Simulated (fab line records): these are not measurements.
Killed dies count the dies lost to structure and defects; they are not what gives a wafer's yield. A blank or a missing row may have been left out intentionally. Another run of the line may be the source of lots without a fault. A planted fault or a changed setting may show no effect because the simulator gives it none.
fab line records	flow sfq_line
record: lots: 14	wafers: 42	last_day: 88
route steps=325 shown I4@163 I5@233 C5@249 I6@276
lots with no fault: from the same line, run without faults
start_h: the number of hours between the record's first day and the start of the first shown wafer of the lot	wait_h: hours since the lot's step before	" repeats the value in the row above	L1.1+2: a single row standing in for several wafers	- no value, or no start was given	* or withheld: withheld	< > ~ a bound
route shown NAME@n: a module of which the file shows steps, and the number in the route of the first	usual: the fault-free wafers' mean and standard deviation	same: alike in all rows	chamber/n: place in a boat	sites: per-site readings	_std_site: standard deviation of those values	_edge_site: mean of outer sites minus mean of inner sites	radius_mm: for every site, how far away it sits from the centre of the wafer	mask NAME#n: copy n	behind: tool/chamber where the wafer was last shaped	hold: cause of the lot's hold/its duration in hours/its outcome	device: which transistor (n, p or np) failed to switch	end of line: the route-end tests of the same wafers	for a step that has no rows: nothing shown but its recipe	killed: not the wafer's yield, but the dies lost to structure and defects at the first sort	map: a wafer's dies, marking killed ones x, the rest . and places with no die _
set.NAME: setting as actually run; set.NAME@STEP: the setting as run at that earlier step	model.NAME: the simulator's own value behind a step, which no gauge read
steps of the route over a sample of lots; a table a step, a row a wafer
services: when a tool's chamber went out of use (start_h, in hours from the record's first day, below 0 if earlier), for how many hours, and the reason
== steps ==
step: SFQ_TRILAYER_I4_DEP_PECVD_099
recipe: material: SiO2	temp_c: 150	time_s: 111.11	pressure_torr: 2.4	rf_w: 183.3	precursor: SiH4/N2O	target_thk_nm: 500
usual: heater_power_w: 81/13	throttle_valve_pct: 24.5/1.4
lot.wafer	tool	chamber	start_h	wait_h	heater_power_w	throttle_valve_pct
L799.1	pecvd-02	0	1163.00	0.0	73	24.5
L799.3	"	2	"	"	84	24.1
L799.5	"	1	"	"	57	27.4
L802.1	pecvd-02	2	1175.61	0.0	85	23.9
L802.2	"	0	"	"	78	24.6
L802.3	"	1	"	"	56	27.2
L803.2	pecvd-04	1	1259.56	0.0	96	25.2
L803.3	"	2	"	"	89	25.5
L803.5	"	0	"	"	78	26.1
L804.1	pecvd-02	2	1260.78	0.0	86	24.0
L804.3	"	0	"	"	85	24.5
L804.5	"	2	"	"	88	24.3
L805.1	pecvd-04	0	1266.76	0.0	75	25.9
L805.2	"	2	"	"	74	25.5
L805.6	"	2	"	"	78	25.6
L806.1	pecvd-01	0	1269.16	0.0	96	23.4
L806.3	"	2	"	"	72	23.1
L806.5	"	1	"	"	93	22.4
L807.3	pecvd-04	0	1272.76	0.0	72	26.1
L807.4	"	0	"	"	76	25.9
L807.6	"	2	"	"	77	25.4
L808.1	pecvd-01	1	1273.98	0.0	88	22.8
L808.5	"	1	"	"	88	22.7
L808.6	"	0	"	"	89	23.8
L813.1	pecvd-04	0	1293.12	0.0	78	26.0
L813.2	"	1	"	"	94	25.3
L813.4	"	1	"	"	101	25.7
L815.1	pecvd-02	1	1297.51	0.0	60	27.1
L815.2	"	0	"	"	83	24.6
L815.4	"	0	"	"	81	24.8
L818.1	pecvd-01	1	1393.89	0.0	83	22.8
L818.2	"	0	"	"	85	23.8
L818.5	"	1	"	"	88	22.7
L819.2	pecvd-01	1	1407.26	0.0	87	22.9
L819.3	"	2	"	"	72	23.3
L819.6	"	2	"	"	72	23.6
L820.1	pecvd-04	2	1409.59	0.0	84	24.4
L820.2	"	0	"	"	79	22.7
L820.4	"	1	"	"	88	23.0
L821.1	pecvd-02	0	1520.15	0.0	87	25.0
L821.2	"	1	"	"	55	27.3
L821.5	"	2	"	"	81	24.1
step: SFQ_TRILAYER_I5_LITHO_PEB_147
recipe: peb_temp_c: 115	peb_time_s: 60	resist: KrF
usual: chill_plate_temp_C: 22.99/0.089	heater_power_total_W: 79.16/0.061
lot.wafer	tool	chamber	start_h	wait_h	chill_plate_temp_C	heater_power_total_W
L799.1	litho_track-02	0	1559.34	-	23.09	79.16
L799.3	"	0	"	"	23.21	79.18
L799.5	"	0	"	"	23.02	79.06
L802.1	litho_track-01	0	1566.42	1.0	22.95	79.17
L802.2	"	0	"	"	23.23	79.19
L802.3	"	0	"	"	23.08	79.17
L803.2	litho_track-04	0	1689.49	0.8	22.92	79.20
L803.3	"	0	"	"	23.00	79.14
L803.5	"	0	"	"	23.00	79.01
L804.1	litho_track-01	0	1691.87	1.0	22.96	79.20
L804.3	"	0	"	"	22.85	79.16
L804.5	"	0	"	"	23.02	79.27
L805.1	litho_track-04	0	1693.07	1.0	23.09	79.16
L805.2	"	0	"	"	23.03	79.10
L805.6	"	0	"	"	22.93	79.00
L806.1	litho_track-04	0	1694.27	1.0	22.94	79.18
L806.3	"	0	"	"	22.90	79.18
L806.5	"	0	"	"	23.07	79.21
L807.3	litho_track-02	0	1695.52	0.7	23.00	79.15
L807.4	"	0	"	"	22.90	79.06
L807.6	"	0	"	"	23.10	79.26
L808.1	litho_track-02	0	1696.67	1.0	22.87	79.18
L808.5	"	0	"	"	22.82	79.16
L808.6	"	0	"	"	22.98	79.21
L813.1	litho_track-02	0	1712.27	1.0	23.13	83.84
L813.2	"	0	"	"	23.00	79.21
L813.4	"	0	"	"	23.02	83.90
L815.1	litho_track-02	0	1719.47	1.0	22.92	83.85
L815.2	"	0	"	"	23.00	79.16
L815.4	"	0	"	"	23.08	83.89
L818.1	litho_track-04	0	1795.56	1.0	22.98	79.19
L818.2	"	0	"	"	23.09	79.11
L818.5	"	0	"	"	23.06	79.12
L819.2	litho_track-01	0	1809.98	0.8	23.11	79.13
L819.3	"	0	"	"	22.98	79.16
L819.6	"	0	"	"	23.13	79.13
L820.1	litho_track-01	0	1811.16	1.0	23.00	79.12
L820.2	"	0	"	"	22.82	79.19
L820.4	"	0	"	"	23.03	79.19
L821.1	litho_track-02	0	1902.37	1.0	22.89	79.14
L821.2	"	0	"	"	23.02	79.25
L821.5	"	0	"	"	23.05	79.22
step: SFQ_TRILAYER_C5_STRIP_STRIP_155
recipe: gas: O2	power_w: 200	platen_temp_c: 40	overash_fraction: 0.65	chemistry: O2	pressure_mtorr: 50
usual: drypump_motor_current_A: 5.9/0.31	oes_product_au: 0.999/0.0085
lot.wafer	tool	chamber	start_h	wait_h	drypump_motor_current_A	oes_product_au	rf_hours_counter_h
L799.1	rie_metal-01	1	1680.17	-	5.6	0.999	113
L799.3	"	0	"	"	5.6	0.993	-
L799.5	"	1	"	"	5.6	0.999	-
L802.1	rie_metal-04	1	1685.84	-	5.9	0.995	109
L802.2	"	0	"	"	5.8	0.989	123
L802.3	"	1	"	"	5.9	0.995	-
L803.2	rie_metal-04	1	1693.14	-	5.9	1.005	110
L803.3	"	0	"	"	5.8	0.995	-
L803.5	"	0	"	"	5.8	0.998	-
L804.1	rie_metal-01	0	1695.54	-	5.6	0.996	26
L804.3	"	0	"	"	5.6	0.994	-
L804.5	"	1	"	"	5.6	1.006	-
L805.1	rie_metal-04	0	1696.94	-	5.8	0.990	124
L805.2	"	1	"	"	5.9	0.992	110
L805.6	"	1	"	"	5.9	0.995	-
L806.1	rie_metal-03	1	1698.72	-	6.0	1.001	90
L806.3	"	1	"	"	6.0	0.999	-
L806.5	"	0	"	"	6.4	0.997	-
L807.3	rie_metal-04	1	1700.12	-	5.9	1.001	-
L807.4	"	0	"	"	5.8	0.995	-
L807.6	"	0	"	"	5.8	0.977	-
L808.1	rie_metal-01	0	1701.12	-	5.6	0.990	27
L808.5	"	0	"	"	5.6	0.986	-
L808.6	"	1	"	"	5.6	0.997	-
L813.1	rie_metal-03	1	1715.94	-	6.0	1.013	92
L813.2	"	0	"	"	6.5	0.987	25
L813.4	"	0	"	"	6.4	0.985	-
L815.1	rie_metal-03	0	1723.14	-	6.5	1.001	26
L815.2	"	1	"	"	6.0	1.017	92
L815.4	"	0	"	"	6.4	0.992	-
L818.1	rie_metal-01	1	1904.39	-	5.6	1.006	8
L818.2	"	0	"	"	5.6	0.995	60
L818.5	"	1	"	"	5.6	0.999	-
L819.2	rie_metal-03	0	1915.39	-	6.4	0.999	-
L819.3	"	0	"	"	6.5	0.993	-
L819.6	"	0	"	"	6.4	0.989	-
L820.1	rie_metal-01	0	1916.39	-	5.6	0.992	62
L820.2	"	1	"	"	5.6	1.003	9
L820.4	"	0	"	"	5.6	0.997	-
L821.1	rie_metal-04	0	1939.29	-	5.8	1.013	15
L821.2	"	1	"	"	5.9	1.016	10
L821.5	"	0	"	"	5.8	1.009	-
step: SFQ_I6_OVL_MEAS_942
usual: I6_OVL: 0/4.4
lot.wafer	tool	chamber	start_h	wait_h	I6_OVL[nm]
L799.1	overlay-01	-	1814.41	0.1	-3
L799.3	"	-	"	"	1
L799.5	"	-	"	"	-2
L802.1	overlay-02	-	1823.56	0.1	4
L802.2	"	-	"	"	3
L802.3	"	-	"	"	1
L803.2	overlay-02	-	1828.36	0.1	-1
L803.3	"	-	"	"	-1
L803.5	"	-	"	"	1
L804.1	overlay-02	-	1831.96	0.1	2
L804.3	"	-	"	"	1
L804.5	"	-	"	"	6
L805.1	overlay-02	-	1833.16	0.1	-5
L805.2	"	-	"	"	0
L805.6	"	-	"	"	-1
L806.1	overlay-01	-	1834.36	0.1	2
L806.3	"	-	"	"	-1
L806.5	"	-	"	"	5
L807.3	overlay-01	-	1837.97	0.1	-5
L807.4	"	-	"	"	4
L807.6	"	-	"	"	-4
L808.1	overlay-01	-	1841.56	0.1	9
L808.5	"	-	"	"	7
L808.6	"	-	"	"	4
L813.1	overlay-01	-	1947.69	0.1	-1
L813.2	"	-	"	"	-3
L813.4	"	-	"	"	-8
L815.1	overlay-01	-	1959.69	0.1	-7
L815.2	"	-	"	"	5
L815.4	"	-	"	"	-3
L818.1	overlay-02	-	1983.34	0.1	5
L818.2	"	-	"	"	0
L818.5	"	-	"	"	1
L819.2	overlay-02	-	1989.34	0.1	-4
L819.3	"	-	"	"	-4
L819.6	"	-	"	"	-3
L820.1	overlay-02	-	1990.54	0.1	5
L820.2	"	-	"	"	-2
L820.4	"	-	"	"	2
L821.1	overlay-01	-	2033.41	0.1	8
L821.2	"	-	"	"	10
L821.5	"	-	"	"	0
== services ==
tool	chamber	start_h	hours	kind
rie_metal-01	0	1168.97	6.5	repair
rie_metal-01	1	1244.02	14.1	repair
rie_metal-04	1	1246.41	6.7	repair
pecvd-04	-	1262.04	0.7	repair
pecvd-02	-	1267.21	0.7	repair
pecvd-04	-	1299.24	1.0	repair
pecvd-04	2	1302.13	18.7	repair
pecvd-02	0	1314.02	5.0	repair
pecvd-04	-	1316.75	14.0	pm
pecvd-04	-	1342.66	0.5	repair
rie_metal-01	-	1348.45	2.8	pm
pecvd-04	2	1352.03	7.0	repair
pecvd-04	1	1354.30	2.4	repair
pecvd-04	2	1379.80	13.4	repair
rie_metal-04	-	1391.62	0.8	repair
rie_metal-01	-	1396.64	14.6	pm
pecvd-04	-	1428.63	1.2	repair
pecvd-02	-	1462.16	6.0	pm
pecvd-04	-	1598.36	14.6	pm
rie_metal-01	-	1608.60	0.2	repair
pecvd-04	2	1624.61	15.8	repair
pecvd-04	-	1631.25	1.4	repair
rie_metal-04	0	1660.49	6.5	repair
rie_metal-04	1	1662.43	19.2	repair
== key ==
first_sign: step: SFQ_TRILAYER_I5_LITHO_PEB_147	reading: heater_power_total_W	direction: up	sigmas: 78	usual: 79.16	struck: 83.87
effect none on later readings
met_at SFQ_TRILAYER_I5_LITHO_PEB_147
struck_lots L813,L815
struck_wafers L813.1,L813.4,L815.1,L815.4
not_acting_at SFQ_TRILAYER_I4_DEP_PECVD_099,SFQ_TRILAYER_C5_STRIP_STRIP_155,SFQ_I6_OVL_MEAS_942
onset_between 1696.67 1712.27
fault: kind: process_parameter_drift	tool: litho_track-02	chamber: -	onset_h: 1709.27	steps: SFQ_TRILAYER_I5_LITHO_PEB_147	channel: peb_time_s	offset: *	shape: step	end_h: 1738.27	scope: struck_wafers_only	acts_in: *	stated: *
